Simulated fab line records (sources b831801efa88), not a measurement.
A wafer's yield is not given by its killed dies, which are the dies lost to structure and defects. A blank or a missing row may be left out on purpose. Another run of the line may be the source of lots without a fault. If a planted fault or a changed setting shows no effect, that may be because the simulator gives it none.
fab line records | flow sfqLine
record lots=6 | wafers=18 | lastDay=96
route steps=325 shown I6@270 M7@281 I7@296 M8@311
lots that met no fault: taken from a fault-free run of the same line
startH: start of the lot's first displayed wafer, in hours after the record's first day | waitH: hours since the lot's step before | " identical to the entry in the row above | L1.1+2: several wafers, shown together as one row | - value missing, or start not given | * or withheld: withheld | < > ~ a bound
route shown NAME@n: NAME is a module with steps in the file, n the number in the route of the first one | usual: mean and standard deviation over wafers with no fault | same: alike in all rows | chamber/n: place in a boat | sites: each site's reading | _std_site: standard deviation across them | _edge_site: mean of outer sites minus mean of inner sites | radiusMm: for every site, how far away it sits from the centre of the wafer | mask NAME#n: copy n | behind: the last tool/chamber to shape the wafer | hold: what put the lot on hold/how long, in hours/how the hold closed | device: names the non-switching transistor (n, p or np) | end of line: at the end of the route, the tests of the same wafers | a step given without rows: its recipe and nothing more | killed: dies that structure and defects cost at the first sort, which is not the same as the wafer's yield | map: the dies of a wafer, with x for killed, . for not killed, _ for no die there
set.NAME: the run value of the setting; set.NAME@STEP: its run value at that earlier step | model.NAME: the simulator's own value behind a step, which no gauge read
lots at selected steps of the route; one table per step, one row per wafer
services: from which hour (startH, from the record's first day; less than 0 if before it) a tool's chamber was out of use, for how many hours, and why
## steps
# step SFQ_TRILAYER_I6_VIA_LITHO_COAT_174
# recipe resist=BARC | spinRpm=3000 | resistThkNm=62
# step SFQ_TRILAYER_I6_VIA_LITHO_COAT_169
# recipe resist=KrF | spinRpm=3000 | resistThkNm=650
# step SFQ_TRILAYER_I6_VIA_LITHO_SOFTBAKE_173
# recipe tempC=withheld | timeS=withheld | resist=KrF
# step SFQ_TRILAYER_I6_VIA_LITHO_EXPOSE_170
# recipe maskId=I6 | na=0.6 | sourceShape=conventional | sigmaOuter=0.65 | targetCdNm=700 | doseMj=21.3
# step SFQ_TRILAYER_I6_VIA_LITHO_PEB_172
# recipe pebTempC=115 | pebTimeS=60 | resist=KrF
# step SFQ_TRILAYER_I6_VIA_LITHO_DEVELOP_171
# recipe timeS=60 | resist=KrF
# step SFQ_I6_OVL_MEAS_942
# usual I6_OVL=2/6.9
lot.wafer | tool       | chamber | startH  | waitH | I6_OVL[nm]
L905.2    | overlay-01 | -       | 1824.50 | 0.1   | 8
L905.3    | "          | -       | "       | "     | 7
L905.4    | "          | -       | "       | "     | 4
L907.1    | overlay-01 | -       | 1859.82 | 0.1   | -3
L907.5    | "          | -       | "       | "     | -2
L907.6    | "          | -       | "       | "     | -1
L913.1    | overlay-01 | -       | 1900.62 | 0.1   | -4
L913.2    | "          | -       | "       | "     | 8
L913.3    | "          | -       | "       | "     | 6
L915.1    | overlay-02 | -       | 1909.89 | 0.1   | 0
L915.3    | "          | -       | "       | "     | -2
L915.4    | "          | -       | "       | "     | -10
L926.1    | overlay-01 | -       | 2093.59 | 0.1   | -1
L926.3    | "          | -       | "       | "     | 5
L926.5    | "          | -       | "       | "     | 0
L928.1    | overlay-02 | -       | 2120.12 | 0.1   | 6
L928.3    | "          | -       | "       | "     | 0
L928.4    | "          | -       | "       | "     | 0
# step SFQ_TRILAYER_I6_VIA_BARC_OPEN_VIA_ETCH_235
# recipe maskMaterial=PR | chemistry=O2 | targetDepthNm=125 | target=BARC | sourceW=500 | biasW=80 | pressureMtorr=30 | timeS=43.26
# step SFQ_TRILAYER_I6_VIA_ETCH_VIA_ETCH_172
# recipe target=SiO2 | stopOn=Nb | maskMaterial=PR | taperDeg=20 | chemistry=CHF3 | targetDepthNm=260 | sourceW=500 | biasW=80 | pressureMtorr=30 | timeS=withheld
# step SFQ_TRILAYER_I6_VIA_STRIP_STRIP_173
# recipe gas=O2 | powerW=200 | platenTempC=40 | overashFraction=0.65 | chemistry=O2 | pressureMtorr=50
# usual drypumpMotorCurrentA=6.0/0.33 | oesProductAu=0.997/0.0075
lot.wafer | tool        | chamber | startH  | waitH | drypumpMotorCurrentA | oesProductAu | rfHoursCounterH
L905.2    | rieMetal-02 | 0       | 1824.68 | -     | 5.5                  | 0.986        | 64
L905.3    | "           | 1       | "       | "     | 6.0                  | 0.984        | -
L905.4    | "           | 0       | "       | "     | 5.5                  | 0.983        | -
L907.1    | rieMetal-03 | 1       | 1860.01 | -     | 5.8                  | 0.995        | 8
L907.5    | "           | 0       | "       | "     | 6.3                  | 1.001        | -
L907.6    | "           | 1       | "       | "     | 5.8                  | 0.992        | -
L913.1    | rieMetal-04 | 1       | 1900.81 | -     | 6.4                  | 0.995        | 67
L913.2    | "           | 0       | "       | "     | 5.7                  | 0.985        | 104
L913.3    | "           | 0       | "       | "     | 5.7                  | 0.999        | -
L915.1    | rieMetal-03 | 0       | 1910.08 | -     | 6.3                  | 1.004        | 69
L915.3    | "           | 0       | "       | "     | 6.3                  | 0.998        | -
L915.4    | "           | 1       | "       | "     | 5.8                  | 0.995        | -
L926.1    | rieMetal-04 | 0       | 2093.78 | -     | 5.7                  | 0.985        | 5
L926.3    | "           | 0       | "       | "     | 5.7                  | 0.997        | -
L926.5    | "           | 1       | "       | "     | 6.4                  | 0.988        | -
L928.1    | rieMetal-03 | 1       | 2120.31 | -     | 5.8                  | 0.998        | 45
L928.3    | "           | 0       | "       | "     | 6.3                  | 1.003        | -
L928.4    | "           | 1       | "       | "     | 5.8                  | 0.998        | -
# step SFQ_TRILAYER_I6_VIA_STRIP_SOLV_CLEAN_174
# recipe chemistry=NMP | tempC=70 | timeS=600
# step SFQ_TRILAYER_M7_DEP_PRE_CLEAN_176
# recipe gas=Ar | timeS=22.5 | biasV=250
# step SFQ_TRILAYER_M7_DEP_SPUTTER_175
# recipe material=Nb | basePressurePa=1.33e-06 | chamberPressurePa=0.1333 | substrateTempC=20 | targetThkNm=200 | powerW=2000 | timeS=133.3
# usual cathodeDcPowerW=2000.0/0.38 | chamberPressurePa=0.13331/0.00027 | throttleValvePct=29.8/1.1
lot.wafer | tool          | chamber | startH  | waitH | cathodeDcPowerW | chamberPressurePa | throttleValvePct | model.Nb_of_TRILAYER_M7_DEP_SPUTTER_175.thkNm
L905.2    | pvdSputter-05 | -       | 1825.49 | 0.0   | 1999.5          | 0.13328           | 30.7             | 199.1
L905.3    | "             | -       | "       | "     | 1999.9          | 0.13319           | 29.0             | 198.7
L905.4    | "             | -       | "       | "     | 1999.9          | 0.13298           | 30.8             | 198.9
L907.1    | pvdSputter-03 | -       | 1860.81 | 0.0   | 2000.6          | 0.13321           | 29.8             | 201.1
L907.5    | "             | -       | "       | "     | 1999.7          | 0.13335           | 30.0             | 201.1
L907.6    | "             | -       | "       | "     | 1999.8          | 0.13293           | 30.0             | 200.1
L913.1    | pvdSputter-03 | -       | 1901.61 | 0.0   | 2934.0          | 0.13349           | 30.5             | 293.3
L913.2    | "             | -       | "       | "     | 2934.3          | 0.13336           | 30.1             | 293.9
L913.3    | "             | -       | "       | "     | 2933.3          | 0.1335            | 29.3             | 291.8
L915.1    | pvdSputter-03 | -       | 1910.89 | 0.0   | 2934.2          | 0.13353           | 30.5             | 294.8
L915.3    | "             | -       | "       | "     | 2934.3          | 0.13339           | 29.4             | 295.2
L915.4    | "             | -       | "       | "     | 2933.9          | 0.13352           | 29.3             | 294.3
L926.1    | pvdSputter-06 | -       | 2094.59 | 0.0   | 2000.3          | 0.13361           | 29.5             | 196.5
L926.3    | "             | -       | "       | "     | 1999.8          | 0.13332           | 28.9             | 197.6
L926.5    | "             | -       | "       | "     | 2000.5          | 0.13365           | 32.1             | 196.9
L928.1    | pvdSputter-03 | -       | 2121.11 | 0.0   | 1999.8          | 0.13342           | 29.3             | 200.5
L928.3    | "             | -       | "       | "     | 2000.1          | 0.13327           | 30.4             | 198.3
L928.4    | "             | -       | "       | "     | 2000.2          | 0.13334           | 30.2             | 199.8
# step SFQ_M7_RS_MEAS_943
# recipe thkMeasGauge=four-point-probe | reads=Nb_of_TRILAYER_M7_DEP_SPUTTER_175
# usual M7_NB_RS=0.894/0.0093
lot.wafer | tool         | chamber | startH  | waitH | M7_NB_RS[ohm/sq]
L905.2    | filmMetro-03 | -       | 1825.60 | 0.1   | 0.895
L905.3    | "            | -       | "       | "     | 0.898
L905.4    | "            | -       | "       | "     | 0.896
L907.1    | filmMetro-01 | -       | 1860.90 | 0.0   | 0.885
L907.5    | "            | -       | "       | "     | 0.885
L907.6    | "            | -       | "       | "     | 0.888
L913.1    | filmMetro-03 | -       | 1901.70 | 0.0   | 0.604
L913.2    | "            | -       | "       | "     | 0.604
L913.3    | "            | -       | "       | "     | 0.608
L915.1    | filmMetro-01 | -       | 1910.98 | 0.0   | 0.604
L915.3    | "            | -       | "       | "     | 0.601
L915.4    | "            | -       | "       | "     | 0.603
L926.1    | filmMetro-03 | -       | 2094.68 | 0.0   | 0.906
L926.3    | "            | -       | "       | "     | 0.900
L926.5    | "            | -       | "       | "     | 0.904
L928.1    | filmMetro-01 | -       | 2121.20 | 0.0   | 0.886
L928.3    | "            | -       | "       | "     | 0.898
L928.4    | "            | -       | "       | "     | 0.892
# step SFQ_TRILAYER_M7_LITHO_COAT_182
# recipe resist=BARC | spinRpm=3000 | resistThkNm=62
# step SFQ_TRILAYER_M7_LITHO_COAT_177
# recipe resist=KrF | spinRpm=3000 | resistThkNm=600
# step SFQ_TRILAYER_M7_LITHO_SOFTBAKE_181
# recipe tempC=withheld | timeS=withheld | resist=KrF
# step SFQ_TRILAYER_M7_LITHO_EXPOSE_178
# recipe maskId=M7 | na=0.6 | sourceShape=conventional | sigmaOuter=0.65 | targetCdNm=500 | doseMj=14.4
# step SFQ_TRILAYER_M7_LITHO_PEB_180
# recipe pebTempC=115 | pebTimeS=60 | resist=KrF
# step SFQ_TRILAYER_M7_LITHO_DEVELOP_179
# recipe timeS=60 | resist=KrF
# step SFQ_M7_OVL_MEAS_945
# usual M7_OVL=2/6.1
lot.wafer | tool       | chamber | startH  | waitH | M7_OVL[nm]
L905.2    | overlay-02 | -       | 1933.90 | 0.1   | -2
L905.3    | "          | -       | "       | "     | -1
L905.4    | "          | -       | "       | "     | 3
L907.1    | overlay-02 | -       | 1957.89 | 0.1   | 2
L907.5    | "          | -       | "       | "     | 1
L907.6    | "          | -       | "       | "     | 8
L913.1    | overlay-02 | -       | 2005.06 | 0.1   | -1
L913.2    | "          | -       | "       | "     | -8
L913.3    | "          | -       | "       | "     | 1
L915.1    | overlay-02 | -       | 2012.26 | 0.1   | 12
L915.3    | "          | -       | "       | "     | 16
L915.4    | "          | -       | "       | "     | 11
L926.1    | overlay-02 | -       | 2185.82 | 0.1   | 1
L926.3    | "          | -       | "       | "     | 0
L926.5    | "          | -       | "       | "     | 4
L928.1    | overlay-01 | -       | 2208.75 | 0.1   | 1
L928.3    | "          | -       | "       | "     | 4
L928.4    | "          | -       | "       | "     | -2
# step SFQ_TRILAYER_M7_BARC_OPEN_METAL_ETCH_229
# recipe maskMaterial=PR | chemistry=O2 | targetDepthNm=125 | target=BARC | icpW=600 | biasW=80 | pressureMtorr=10 | timeS=41.7
# step SFQ_TRILAYER_M7_ETCH_METAL_ETCH_180
# recipe target=Nb | stopOn=SiO2 | maskMaterial=PR | chemistry=Cl2/Ar | targetDepthNm=240 | icpW=600 | biasW=80 | pressureMtorr=10 | timeS=120
# usual drypumpMotorCurrentA=5.85/0.28 | oesProductAu=0.892/0.007
lot.wafer | tool        | chamber | startH  | waitH | drypumpMotorCurrentA | oesProductAu | rfHoursCounterH
L905.2    | rieMetal-02 | 0       | 1933.99 | 0.0   | 5.47                 | 0.890        | 79
L905.3    | "           | 0       | "       | "     | 5.49                 | 0.887        | -
L905.4    | "           | 1       | "       | "     | 6.03                 | 0.886        | -
L907.1    | rieMetal-01 | 1       | 1957.99 | 0.0   | 5.88                 | 0.901        | 93
L907.5    | "           | 0       | "       | "     | 5.64                 | 0.893        | -
L907.6    | "           | 1       | "       | "     | 5.86                 | 0.900        | -
L913.1    | rieMetal-01 | 0       | 2005.15 | 0.0   | 5.64                 | 0.998        | 67
L913.2    | "           | 1       | "       | "     | 5.88                 | 1.001        | 105
L913.3    | "           | 1       | "       | "     | 5.87                 | 1.002        | -
L915.1    | rieMetal-02 | 1       | 2012.35 | 0.0   | 5.97                 | 0.991        | 46
L915.3    | "           | 1       | "       | "     | 6.03                 | 0.994        | -
L915.4    | "           | 0       | "       | "     | 5.51                 | 0.991        | -
L926.1    | rieMetal-01 | 0       | 2185.98 | 0.1   | 5.61                 | 0.894        | 86
L926.3    | "           | 0       | "       | "     | 5.62                 | 0.888        | -
L926.5    | "           | 0       | "       | "     | 5.64                 | 0.891        | -
L928.1    | rieMetal-02 | 1       | 2208.84 | 0.0   | 5.99                 | 0.892        | 66
L928.3    | "           | 1       | "       | "     | 6.01                 | 0.884        | -
L928.4    | "           | 0       | "       | "     | 5.45                 | 0.894        | -
# step SFQ_TRILAYER_M7_STRIP_STRIP_181
# recipe gas=O2 | powerW=200 | platenTempC=40 | overashFraction=0.65 | chemistry=O2 | pressureMtorr=50
# step SFQ_TRILAYER_M7_STRIP_SOLV_CLEAN_182
# recipe chemistry=NMP | tempC=70 | timeS=600
# step SFQ_TRILAYER_I7_DEP_PECVD_183
# recipe material=SiO2 | tempC=150 | timeS=111.11 | pressureTorr=2.4 | rfW=183.3 | precursor=SiH4/N2O | targetThkNm=500
# usual heaterPowerW=82/12 | throttleValvePct=24.5/1.3
lot.wafer | tool     | chamber | startH  | waitH | heaterPowerW | throttleValvePct
L905.2    | pecvd-01 | 2       | 1934.89 | 0.0   | 73           | 23.7
L905.3    | "        | 1       | "       | "     | 82           | 23.6
L905.4    | "        | 1       | "       | "     | 85           | 23.7
L907.1    | pecvd-03 | 2       | 1959.29 | 0.0   | 93           | 22.4
L907.5    | "        | 2       | "       | "     | 94           | 22.6
L907.6    | "        | 1       | "       | "     | 99           | 23.3
L913.1    | pecvd-03 | 2       | 2006.05 | 0.0   | 89           | 22.2
L913.2    | "        | 1       | "       | "     | 103          | 23.6
L913.3    | "        | 0       | "       | "     | 69           | 23.4
L915.1    | pecvd-02 | 1       | 2013.25 | 0.0   | 67           | 23.8
L915.3    | "        | 0       | "       | "     | 75           | 25.9
L915.4    | "        | 0       | "       | "     | 80           | 26.1
L926.1    | pecvd-01 | 0       | 2187.60 | 0.0   | 86           | 27.0
L926.3    | "        | 1       | "       | "     | 95           | 23.8
L926.5    | "        | 0       | "       | "     | 84           | 27.2
L928.1    | pecvd-02 | 2       | 2209.74 | 0.0   | 91           | 24.9
L928.3    | "        | 1       | "       | "     | 61           | 23.9
L928.4    | "        | 2       | "       | "     | 94           | 24.9
# step SFQ_TRILAYER_I7_CMP_CMP_184
# recipe material=SiO2 | downForcePsi=3 | platenRpm=60 | padVelocityMS=0.94248
# step SFQ_I7_BOW_MEAS_946
# recipe mode=bow
# usual I7_BOW=9/11
lot.wafer | tool         | chamber | startH  | waitH | I7_BOW[um]
L905.2    | filmMetro-02 | -       | 1937.99 | 2.5   | 6
L905.3    | "            | -       | "       | "     | 15
L905.4    | "            | -       | "       | "     | 25
L907.1    | filmMetro-04 | -       | 1962.37 | 2.0   | 6
L907.5    | "            | -       | "       | "     | 17
L907.6    | "            | -       | "       | "     | 26
L913.1    | filmMetro-02 | -       | 2010.57 | 2.0   | -9
L913.2    | "            | -       | "       | "     | 17
L913.3    | "            | -       | "       | "     | 6
L915.1    | filmMetro-02 | -       | 2021.12 | 1.5   | 12
L915.3    | "            | -       | "       | "     | 32
L915.4    | "            | -       | "       | "     | 9
L926.1    | filmMetro-04 | -       | 2190.68 | 2.0   | 24
L926.3    | "            | -       | "       | "     | 24
L926.5    | "            | -       | "       | "     | 13
L928.1    | filmMetro-01 | -       | 2213.23 | 1.0   | 6
L928.3    | "            | -       | "       | "     | 14
L928.4    | "            | -       | "       | "     | -8
# step SFQ_TRILAYER_I7_METRO_MEASURE_185
# step SFQ_TRILAYER_I7_VIA_LITHO_COAT_192
# recipe resist=BARC | spinRpm=3000 | resistThkNm=62
# step SFQ_TRILAYER_I7_VIA_LITHO_COAT_187
# recipe resist=KrF | spinRpm=3000 | resistThkNm=650
# step SFQ_TRILAYER_I7_VIA_LITHO_SOFTBAKE_191
# recipe tempC=withheld | timeS=withheld | resist=KrF
# step SFQ_TRILAYER_I7_VIA_LITHO_EXPOSE_188
# recipe maskId=I7 | na=0.6 | sourceShape=conventional | sigmaOuter=0.65 | targetCdNm=1000 | doseMj=21.3
# step SFQ_TRILAYER_I7_VIA_LITHO_PEB_190
# recipe pebTempC=115 | pebTimeS=60 | resist=KrF
# step SFQ_TRILAYER_I7_VIA_LITHO_DEVELOP_189
# recipe timeS=60 | resist=KrF
# step SFQ_I7_OVL_MEAS_947
# usual I7_OVL=-2/5.9
lot.wafer | tool       | chamber | startH  | waitH | I7_OVL[nm]
L905.2    | overlay-02 | -       | 2039.86 | 0.1   | -7
L905.3    | "          | -       | "       | "     | 1
L905.4    | "          | -       | "       | "     | -2
L907.1    | overlay-02 | -       | 2066.26 | 0.1   | -1
L907.5    | "          | -       | "       | "     | 2
L907.6    | "          | -       | "       | "     | -2
L913.1    | overlay-01 | -       | 2118.92 | 0.1   | -14
L913.2    | "          | -       | "       | "     | -7
L913.3    | "          | -       | "       | "     | -15
L915.1    | overlay-01 | -       | 2126.12 | 0.1   | 1
L915.3    | "          | -       | "       | "     | 7
L915.4    | "          | -       | "       | "     | 5
L926.1    | overlay-02 | -       | 2194.25 | 0.1   | -2
L926.3    | "          | -       | "       | "     | -10
L926.5    | "          | -       | "       | "     | -8
L928.1    | overlay-01 | -       | 2220.22 | 0.1   | -10
L928.3    | "          | -       | "       | "     | -6
L928.4    | "          | -       | "       | "     | -15
# step SFQ_TRILAYER_I7_VIA_BARC_OPEN_VIA_ETCH_260
# recipe maskMaterial=PR | chemistry=O2 | targetDepthNm=125 | target=BARC | sourceW=500 | biasW=80 | pressureMtorr=30 | timeS=41.7
# usual drypumpMotorCurrentA=5.8/0.41 | oesProductAu=0.685/0.0046
lot.wafer | tool       | chamber | startH  | waitH | drypumpMotorCurrentA | oesProductAu | rfHoursCounterH
L905.2    | rieDiel-04 | 2       | 2039.89 | 0.0   | 6.2                  | 0.688        | 3
L905.3    | "          | 3       | "       | "     | 5.6                  | 0.688        | 10
L905.4    | "          | 1       | "       | "     | 5.3                  | 0.680        | 17
L907.1    | rieDiel-01 | 1       | 2066.29 | 0.0   | 5.9                  | 0.688        | 16
L907.5    | "          | 0       | "       | "     | 5.4                  | 0.688        | -
L907.6    | "          | 1       | "       | "     | 5.9                  | 0.681        | -
L913.1    | rieDiel-04 | 3       | 2118.95 | 0.0   | 5.5                  | 0.685        | 10
L913.2    | "          | 2       | "       | "     | 6.2                  | 0.686        | 3
L913.3    | "          | 0       | "       | "     | 6.0                  | 0.681        | 2
L915.1    | rieDiel-01 | 0       | 2126.15 | 0.0   | 5.4                  | 0.685        | 2
L915.3    | "          | 2       | "       | "     | 6.1                  | 0.685        | 0
L915.4    | "          | 1       | "       | "     | 6.0                  | 0.686        | 17
L926.1    | rieDiel-03 | 1       | 2194.29 | 0.0   | 5.5                  | 0.692        | 4
L926.3    | "          | 3       | "       | "     | 6.2                  | 0.685        | 7
L926.5    | "          | 0       | "       | "     | 6.4                  | 0.682        | -
L928.1    | rieDiel-04 | 0       | 2220.26 | 0.0   | 6.0                  | 0.689        | 4
L928.3    | "          | 2       | "       | "     | 6.2                  | 0.682        | 4
L928.4    | "          | 1       | "       | "     | 5.3                  | 0.690        | 1
# step SFQ_TRILAYER_I7_VIA_ETCH_VIA_ETCH_190
# recipe target=SiO2 | stopOn=Nb | maskMaterial=PR | taperDeg=20 | chemistry=CHF3 | targetDepthNm=260 | sourceW=500 | biasW=80 | pressureMtorr=30 | timeS=withheld
# usual drypumpMotorCurrentA=5.8/0.41 | oesProductAu=0.862/0.0052
lot.wafer | tool       | chamber | startH  | waitH | drypumpMotorCurrentA | oesProductAu
L905.2    | rieDiel-04 | 2       | 2039.93 | 0.0   | 6.2                  | 0.859
L905.3    | "          | 3       | "       | "     | 5.6                  | 0.859
L905.4    | "          | 1       | "       | "     | 5.3                  | 0.862
L907.1    | rieDiel-01 | 1       | 2066.33 | 0.0   | 6.0                  | 0.867
L907.5    | "          | 0       | "       | "     | 5.4                  | 0.868
L907.6    | "          | 1       | "       | "     | 5.9                  | 0.856
L913.1    | rieDiel-04 | 3       | 2118.99 | 0.0   | 5.6                  | 0.862
L913.2    | "          | 2       | "       | "     | 6.2                  | 0.855
L913.3    | "          | 0       | "       | "     | 6.0                  | 0.863
L915.1    | rieDiel-01 | 0       | 2126.19 | 0.0   | 5.4                  | 0.856
L915.3    | "          | 2       | "       | "     | 6.2                  | 0.855
L915.4    | "          | 1       | "       | "     | 6.0                  | 0.863
L926.1    | rieDiel-03 | 1       | 2194.33 | 0.0   | 5.5                  | 0.863
L926.3    | "          | 3       | "       | "     | 6.2                  | 0.869
L926.5    | "          | 0       | "       | "     | 6.4                  | 0.859
L928.1    | rieDiel-04 | 0       | 2220.30 | 0.0   | 6.0                  | 0.869
L928.3    | "          | 2       | "       | "     | 6.2                  | 0.863
L928.4    | "          | 1       | "       | "     | 5.3                  | 0.866
# step SFQ_TRILAYER_I7_VIA_STRIP_STRIP_191
# recipe gas=O2 | powerW=200 | platenTempC=40 | overashFraction=0.65 | chemistry=O2 | pressureMtorr=50
# usual drypumpMotorCurrentA=5.81/0.26 | oesProductAu=0.999/0.0083
lot.wafer | tool        | chamber | startH  | waitH | drypumpMotorCurrentA | oesProductAu | rfHoursCounterH
L905.2    | rieMetal-04 | 1       | 2040.25 | -     | 6.39                 | 1.000        | -
L905.3    | "           | 1       | "       | "     | 6.40                 | 1.002        | -
L905.4    | "           | 1       | "       | "     | 6.39                 | 0.992        | -
L907.1    | rieMetal-01 | 0       | 2066.45 | -     | 5.64                 | 1.009        | 74
L907.5    | "           | 1       | "       | "     | 5.90                 | 1.001        | -
L907.6    | "           | 0       | "       | "     | 5.63                 | 0.999        | -
L913.1    | rieMetal-02 | 0       | 2119.11 | -     | 5.49                 | 0.992        | 103
L913.2    | "           | 1       | "       | "     | 6.03                 | 1.000        | 56
L913.3    | "           | 0       | "       | "     | 5.49                 | 0.992        | -
L915.1    | rieMetal-04 | 1       | 2126.31 | -     | 6.44                 | 1.000        | 99
L915.3    | "           | 1       | "       | "     | 6.34                 | 1.001        | -
L915.4    | "           | 0       | "       | "     | 5.71                 | 0.996        | -
L926.1    | rieMetal-01 | 0       | 2194.44 | -     | 5.66                 | 0.990        | 88
L926.3    | "           | 0       | "       | "     | 5.66                 | 0.987        | -
L926.5    | "           | 0       | "       | "     | 5.63                 | 0.993        | -
L928.1    | rieMetal-04 | 0       | 2220.41 | -     | 5.70                 | 0.996        | 21
L928.3    | "           | 0       | "       | "     | 5.67                 | 0.983        | -
L928.4    | "           | 1       | "       | "     | 6.41                 | 0.988        | -
# step SFQ_TRILAYER_I7_VIA_STRIP_SOLV_CLEAN_192
# recipe chemistry=NMP | tempC=70 | timeS=600
# step SFQ_TRILAYER_M8_LITHO_LOR_COAT_197
# recipe resist=lift-off | spinRpm=3000
# step SFQ_M8_BOW_MEAS_951
# recipe mode=bow
# usual M8_BOW=10/11
lot.wafer | tool         | chamber | startH  | waitH | M8_BOW[um] | model.etest.m7.combLog10Ohm | model.etest.m7.ohmSq
L905.2    | filmMetro-04 | -       | 2045.38 | 0.0   | 7          | 12                          | 0.8946
L905.3    | "            | -       | "       | "     | 16         | 12                          | 0.8964
L905.4    | "            | -       | "       | "     | 27         | 12                          | 0.8954
L907.1    | filmMetro-04 | -       | 2074.51 | 0.0   | 7          | 12                          | 0.8855
L907.5    | "            | -       | "       | "     | 18         | 12                          | 0.8854
L907.6    | "            | -       | "       | "     | 27         | 12                          | 0.8901
L913.1    | filmMetro-02 | -       | 2123.82 | 0.0   | -7         | 0                           | 0.6071
L913.2    | "            | -       | "       | "     | 19         | 0                           | 0.6059
L913.3    | "            | -       | "       | "     | 8          | 0                           | 0.6102
L915.1    | filmMetro-03 | -       | 2131.02 | 0.0   | 12         | 0                           | 0.6039
L915.3    | "            | -       | "       | "     | 32         | 0                           | 0.6033
L915.4    | "            | -       | "       | "     | 9          | 0                           | 0.605
L926.1    | filmMetro-04 | -       | 2278.14 | 0.0   | 25         | 12                          | 0.9061
L926.3    | "            | -       | "       | "     | 24         | 12                          | 0.9012
L926.5    | "            | -       | "       | "     | 14         | 12                          | 0.9045
L928.1    | filmMetro-03 | -       | 2296.14 | 0.0   | 7          | 12                          | 0.8883
L928.3    | "            | -       | "       | "     | 16         | 12                          | 0.8978
L928.4    | "            | -       | "       | "     | -7         | 12                          | 0.891
## services
tool          | chamber | startH  | hours | kind
rieDiel-04    | 0       | 1869.19 | 2.8   | repair
rieMetal-01   | 1       | 1904.63 | 17.5  | repair
rieMetal-04   | -       | 1940.87 | 0.6   | repair
rieMetal-04   | -       | 1942.94 | 0.1   | repair
rieDiel-01    | 0       | 1963.61 | 4.0   | repair
rieMetal-04   | -       | 1965.90 | 2.8   | pm
pvdSputter-03 | -       | 1979.15 | 28.6  | repair
pvdSputter-03 | -       | 1988.57 | 0.8   | repair
rieDiel-01    | 0       | 2010.75 | 5.7   | repair
rieDiel-04    | 3       | 2016.60 | 1.9   | repair
rieMetal-02   | -       | 2021.83 | 0.3   | repair
rieDiel-01    | -       | 2059.91 | 2.1   | repair
rieDiel-04    | 1       | 2069.95 | 2.8   | repair
pvdSputter-03 | -       | 2071.68 | 12.7  | repair
rieDiel-04    | 3       | 2085.07 | 5.4   | repair
rieDiel-04    | 1       | 2088.25 | 8.2   | repair
pvdSputter-03 | -       | 2113.15 | 1.0   | repair
rieDiel-04    | 1       | 2126.44 | 2.6   | repair
rieDiel-01    | 3       | 2128.05 | 2.3   | repair
rieDiel-01    | -       | 2138.48 | 14.6  | pm
rieDiel-01    | 1       | 2171.10 | 21.2  | repair
rieDiel-01    | 0       | 2187.58 | 1.3   | repair
rieDiel-04    | -       | 2203.22 | 15.6  | pm
rieDiel-01    | 0       | 2216.48 | 20.5  | repair
## key
firstSign step=SFQ_TRILAYER_M7_DEP_SPUTTER_175 | reading=cathodeDcPowerW | direction=up | sigmas=99+ | usual=2000.0 | struck=2934.0
effect step=SFQ_M7_RS_MEAS_943 | reading=M7_NB_RS | direction=down | sigmas=31 | usual=0.894 | struck=0.604
effect step=SFQ_TRILAYER_M7_ETCH_METAL_ETCH_180 | reading=oesProductAu | direction=up | sigmas=15 | usual=0.892 | struck=0.996
modelEffect step=SFQ_TRILAYER_M7_DEP_SPUTTER_175 | value=Nb_of_TRILAYER_M7_DEP_SPUTTER_175.thkNm | without=200.5 | struck=293.9
modelEffect step=SFQ_M8_BOW_MEAS_951 | value=etest.m7.combLog10Ohm | without=12 | struck=0
metAt SFQ_TRILAYER_M7_DEP_SPUTTER_175
struckWafers L913.1,L913.2,L913.3,L915.1,L915.3,L915.4
onsetBetween 1860.81 1901.61
fault kind=processParameterDrift | tool=pvdSputter-03 | chamber=- | onsetH=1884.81 | steps=SFQ_TRILAYER_M7_DEP_SPUTTER_175 | channel=powerW | offset=933.98 | shape=step | endH=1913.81 | actsIn=theseRecipesOnly | stated=2000
